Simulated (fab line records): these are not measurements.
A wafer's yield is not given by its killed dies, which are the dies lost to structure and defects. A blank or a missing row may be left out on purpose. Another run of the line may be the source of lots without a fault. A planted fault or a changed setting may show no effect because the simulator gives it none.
Struck lot and sound lot, side by side | flow gf180mcu | 29 out of 602 route steps
Sound: wafers L367.3, L367.5, L367.6. Struck: wafer L379.5. (L379.2, L379.3 of the same lot were not struck and are left out.) The cause comes at the end.
Per side, at each step with rows, come the tool, then ch with its chambers, and then its first start. Under that, the readings that differ: sound wafers | struck wafers | difference of the means | sigmas: that difference in standard deviations of wafers without a fault.
alike: readings whose means differ by less than 2 such deviations, and words and numbers that are the same on both sides. not compared: withheld readings, readings that some wafer has no value for, bounds like >300 that may hide the same value, and numbers for which the record gives no deviation and whose values overlap.
Wherever a step has rows on one side only, a row that says differs or no value, or a row with sigmas, the two part there. Non-overlapping numbers with no deviation appear without sigmas and do not part them. A reading missing from all wafers of one side parts the sides only when that side holds two or more wafers.

first, 3 steps without rows for these wafers: GF_PSD_EXPOSE_04 (exposes mask Pplus, target cd 400 nm); GF_PSD_PEB_05; GF_PSD_DEVELOP_06 (develop time 60 s).
GF_PSD_CD_MEAS_07: the cd target is 400 nm.
  sound on cd sem-01 at day 17 16:43; struck on cd sem-02 at day 21 14:04
  reading    | sound             | struck | difference | sigmas
  cd nm (nm) | 396.2 395.4 396.0 | 404.9  | +9.0       | +4
GF_PSD_OVL_MEAS_08:
  sound on overlay-01 at day 17 16:48; struck on overlay-01 at day 21 14:11
  alike: PSD_OVL
following that, these wafers have no rows for 1 step: GF_PSD_IMPLANT_09.
GF_PSD_STRIP_10: strips in O2/N2.
  sound on plasma asher-02 ch 0,1, day 17 17:01; struck on plasma asher-01 ch 1, day 21 14:22
  reading                      | sound             | struck | difference | sigmas
  heater power w (W)           | 278 279 308       | 366    | +78        | +3
  strip time to endpoint s (s) | 16.56 16.52 16.53 | 16.40  | -0.14      | -3
  alike: drypump motor current A, oes product au
  not compared: rf hours counter h
GF_PSD_TW_MEAS_11:
  sound on film metro-03 at day 17 17:05; struck on film metro-03 at day 21 14:28
  alike: PSD_TW
then, 1 step without rows for these wafers: GF_PSD_CLEAN_12 (cleans in SC1/SC2, time 150 s).
GF_PSD_RTA_13: time 20 s.
  sound on rtp anneal-01 ch 0, day 17 17:13; struck on rtp anneal-01 ch 0, day 21 14:35
  alike: lamp power pct, wafer_temp_C_max
GF_PSD_RS_MEAS_14: a four-point-probe measurement.
  sound on film metro-04 at day 17 17:19; struck on film metro-03 at day 21 14:41
  alike: NSD_RS
GF_PSD_RS_MEAS_15: a four-point-probe measurement.
  sound on film metro-04 at day 17 17:26; struck on film metro-03 at day 21 14:48
  alike: PSD_RS
GF_SAB_CVD_00: deposits SiO2 from TEOS, target thk 50 nm, time 4.9302 s.
  sound on pecvd-03 ch 0,2, day 17 17:31; struck on pecvd-03 ch 0, day 21 14:54
  reading                              | sound                | struck | difference | sigmas
  susceptor temp C (C)                 | 399.84 399.85 399.77 | 400.33 | +0.51      | +2
  model.SiO2_of_SAB_CVD_00.thk nm (nm) | 51.01 50.74 51.93    | 53.92  | +2.69      |
  alike: heater power w
GF_SAB_THK_MEAS_01:
  sound on film metro-02 at day 17 17:33; struck on film metro-03 at day 21 15:16
  reading             | sound          | struck | difference | sigmas
  SAB_CVD_00_THK (nm) | 51.0 50.6 51.9 | 53.9   | +2.7       | +4
  not compared: hold
then, 6 steps without rows for these wafers: GF_SAB_HMDS_03 (prime time 60 s); GF_SAB_COAT_04 (resist thk 1000 nm); GF_SAB_SOFTBAKE_05 (time 60 s); GF_SAB_EXPOSE_06 (exposes mask SAB, target cd 420 nm); GF_SAB_PEB_07; GF_SAB_DEVELOP_08 (develop time 60 s).
GF_SAB_CD_MEAS_09: the cd target is 420 nm.
  sound on cd sem-01 at day 18 17:11; struck on cd sem-02 at day 22 14:44
  alike: cd nm
GF_SAB_OVL_MEAS_10:
  sound on overlay-01 at day 18 17:17; struck on overlay-01 at day 22 14:50
  alike: SAB_OVL
GF_SAB_ETCH_11: etches SiO2 in C4F8/O2/Ar, target depth 55 nm, time 8.5 s.
  sound on rie diel-03 ch 0,1, day 18 17:19; struck on rie diel-03 ch 3, day 22 14:52
  alike: oes product au
  not compared: rf hours counter h
then, 1 step without rows for these wafers: GF_SAB_WET_ETCH_12 (etches SiO2 in dHF, target depth 22 nm, time 440 s).
GF_SAB_STRIP_13: strips in O2/N2.
  sound on plasma asher-04 ch 0,1, day 18 17:29; struck on plasma asher-01 ch 1, day 22 15:02
  alike: drypump motor current A, heater power w, oes product au, strip time to endpoint s
  not compared: rf hours counter h
then, 1 step without rows for these wafers: GF_SALICIDE_CLEAN_00 (cleans in SC1/SC2, time 150 s).
GF_SALICIDE_WET_ETCH_01: etches SiO2 in dHF, target depth 5 nm, time 100 s.
  sound on wet bench-01 ch 2, day 18 17:37; struck on wet bench-01 ch 1, day 22 15:11
  reading                              | sound            | struck | difference | sigmas
  model.SiO2_of_SAB_CVD_00.thk nm (nm) | 40.37 40.16 41.3 | 43.23  | +2.62      |
GF_SALICIDE_SPUTTER_02: material Co, target thk 10 nm, time 20 s.
  sound on pvd sputter-03 at day 18 17:39; struck on pvd sputter-01 at day 22 15:13
  alike: throttle valve pct
GF_PASSIVATION_PROBE_99:
  rows exist in the record for the sound wafers here (prober-01, day 32 04:42), none for the struck ones

## WHERE THEY PART
Last at GF_PASSIVATION_PROBE_99 as far as this record goes, first at GF_PSD_CD_MEAS_07.

WHY: whatever the simulator had introduced
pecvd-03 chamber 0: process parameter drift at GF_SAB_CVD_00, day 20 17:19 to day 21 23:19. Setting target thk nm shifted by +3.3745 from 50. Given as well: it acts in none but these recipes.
